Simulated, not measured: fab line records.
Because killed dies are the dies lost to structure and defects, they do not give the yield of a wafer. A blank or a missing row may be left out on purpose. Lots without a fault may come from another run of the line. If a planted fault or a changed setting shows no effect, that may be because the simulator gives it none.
Which tool did it?	flow sky130	Sampling: 12 lots, 36 wafers, 5 of 708 route steps

## WHAT EACH GAUGE READ, for each wafer
SKY_METAL2_OVL_MEAS_16.
lot	measured	on	METAL2_OVL (nm)
L438	day 34 21:52	overlay-01	1 2 -6
L441	day 36 00:11	overlay-01	9 10 6
L442	day 36 16:49	overlay-02	1 -5 -2
L443	day 36 22:00	overlay-02	-3 -4 -2
L446	day 37 15:01	overlay-01	0 8 12
L447	day 37 21:10	overlay-02	11 5 2
L448	day 38 14:43	overlay-01	-4 2 -4
L449	day 38 15:15	overlay-02	2 5 5
L450	day 39 00:37	overlay-01	-5 -2 -2
L455	day 40 16:30	overlay-02	6 9 13
L460	day 41 11:43	overlay-02	-2 -1 -3
L461	day 41 16:18	overlay-02	10 4 0

SKY_VIA2_THK_MEAS_01.
lot	measured	on	VIA2_HDPCVD_THK (nm)
L438	day 34 23:01	film metro-02	1169 1169 1175
L441	day 36 01:07	film metro-01	1183 1187 1188
L442	day 36 17:50	film metro-03	1179 1169 1173
L443	day 36 23:01	film metro-02	1181 1189 1187
L446	day 37 15:58	film metro-01	1174 1178 1167
L447	day 37 22:07	film metro-02	1179 1175 1184
L448	day 38 16:21	film metro-01	2347 2337 2369
L449	day 38 16:43	film metro-01	1168 1189 1172
L450	day 39 01:55	film metro-02	2371 2373 2364
L455	day 40 17:44	film metro-01	2378 2384 2371
L460	day 41 13:05	film metro-01	1184 1202 1176
L461	day 41 17:15	film metro-01	1181 1184 1168

SKY_VIA2_BOW_MEAS_03.
lot	measured	on	VIA2_BOW (um)
L438	day 34 23:23	film metro-01	91 93 93
L441	day 36 01:29	film metro-01	92 104 85
L442	day 36 18:12	film metro-03	92 85 98
L443	day 36 23:23	film metro-01	91 80 79
L446	day 37 16:21	film metro-03	75 80 77
L447	day 37 22:29	film metro-02	75 83 79
L448	day 38 16:43	film metro-02	82 82 80
L449	day 38 17:05	film metro-02	90 79 77
L450	day 39 02:17	film metro-02	81 76 79
L455	day 40 18:06	film metro-03	93 81 94
L460	day 41 13:27	film metro-03	90 91 88
L461	day 41 17:37	film metro-02	95 69 86

SKY_VIA2_CD_MEAS_12: the cd target is 200 nm.
lot	measured	on	cd nm (nm)
L438	day 36 01:23	cd sem-02	198.6 199.7 200.2
L441	day 37 02:44	cd sem-02	202.0 201.6 200.2
L442	day 37 20:41	cd sem-01	202.4 201.7 201.6
L443	day 38 00:26	cd sem-02	199.0 199.5 198.4
L446	day 38 18:17	cd sem-01	200.6 201.0 202.7
L447	day 38 23:59	cd sem-01	201.6 199.8 200.7
L448	day 39 16:15	cd sem-02	197.8 197.3 198.2
L449	day 39 16:59	cd sem-02	200.1 201.2 200.4
L450	day 40 02:18	cd sem-01	198.2 198.4 200.8
L455	day 41 17:23	cd sem-02	198.0 197.1 197.1
L460	day 42 13:47	cd sem-01	198.3 198.1 199.5
L461	day 42 17:34	cd sem-01	200.3 199.6 200.3

## WHAT TOOL EACH LOT RAN ON (gives the tool, then ch and the chambers of the sampled wafers, and finally the start)
lot	SKY_VIA2_HDPCVD_00
L438	hdpcvd-02 ch 0,2, day 34 22:52
L441	hdpcvd-02 ch 0,1, day 36 01:00
L442	hdpcvd-02 ch 0,1,2, day 36 17:43
L443	hdpcvd-01 ch 0,1,2, day 36 22:53
L446	hdpcvd-01 ch 1,2, day 37 15:49
L447	hdpcvd-02 ch 0,1,2, day 37 21:58
L448	hdpcvd-02 ch 1,2, day 38 15:55
L449	hdpcvd-01 ch 0,1,2, day 38 16:35
L450	hdpcvd-01 ch 0,1, day 39 01:30
L455	hdpcvd-02 ch 0,1, day 40 17:19
L460	hdpcvd-01 ch 0,1,2, day 41 12:58
L461	hdpcvd-01 ch 0,2, day 41 17:07
- SKY_VIA2_HDPCVD_00: deposits SiO2, target thk 1180 nm, time 196.7 s.

## WHAT THE TOOLS THEMSELVES READ (means of the sampled wafers that have a number; where no wafer has one, the mark that the record gives instead)
SKY_VIA2_HDPCVD_00.
lot	tool	susceptor temp C (C)
L438	hdpcvd-02	400.32
L441	hdpcvd-02	399.72
L442	hdpcvd-02	399.90
L443	hdpcvd-01	399.81
L446	hdpcvd-01	399.75
L447	hdpcvd-02	399.96
L448	hdpcvd-02	399.92
L449	hdpcvd-01	399.93
L450	hdpcvd-01	399.88
L455	hdpcvd-02	399.95
L460	hdpcvd-01	399.93
L461	hdpcvd-01	399.88

## THE ANSWER, worked out from the rows above alone
Rule: the lots themselves supply what counts as usual. Put in order of their means at a reading, lots are off if they are a third of the lots or fewer, leave a main group of 4 or more, and stand apart from it by a gap of 3 or more times the standard deviation of the main group's means; of several such gaps the widest counts. Not used: any main group whose means are identical at the precision the tables above print for the reading. Also off: a lot with no number at a reading for which 4 or more lots have one. All remaining lots with rows at the step are treated as sound. After the gauges, taken in route order, come the tools' own readings; for these a lot's mean is taken, as printed above. At the first step where some lot is off, the reading lying furthest off is the one used; lots without a number count as furthest.
Off: L448, L450, L455, seen at SKY_VIA2_THK_MEAS_01 (VIA2_HDPCVD_THK). The main group: mean 1179 nm, standard deviation 5.8.
If a tool, at a process step before that reading, ran all the lots that are off and no sound lot after the first of them, it fits. Those tools and the gauges at SKY_VIA2_THK_MEAS_01 are tried in the same way. No candidate that was tried fits.

## WHAT THE SIMULATOR PUT IN
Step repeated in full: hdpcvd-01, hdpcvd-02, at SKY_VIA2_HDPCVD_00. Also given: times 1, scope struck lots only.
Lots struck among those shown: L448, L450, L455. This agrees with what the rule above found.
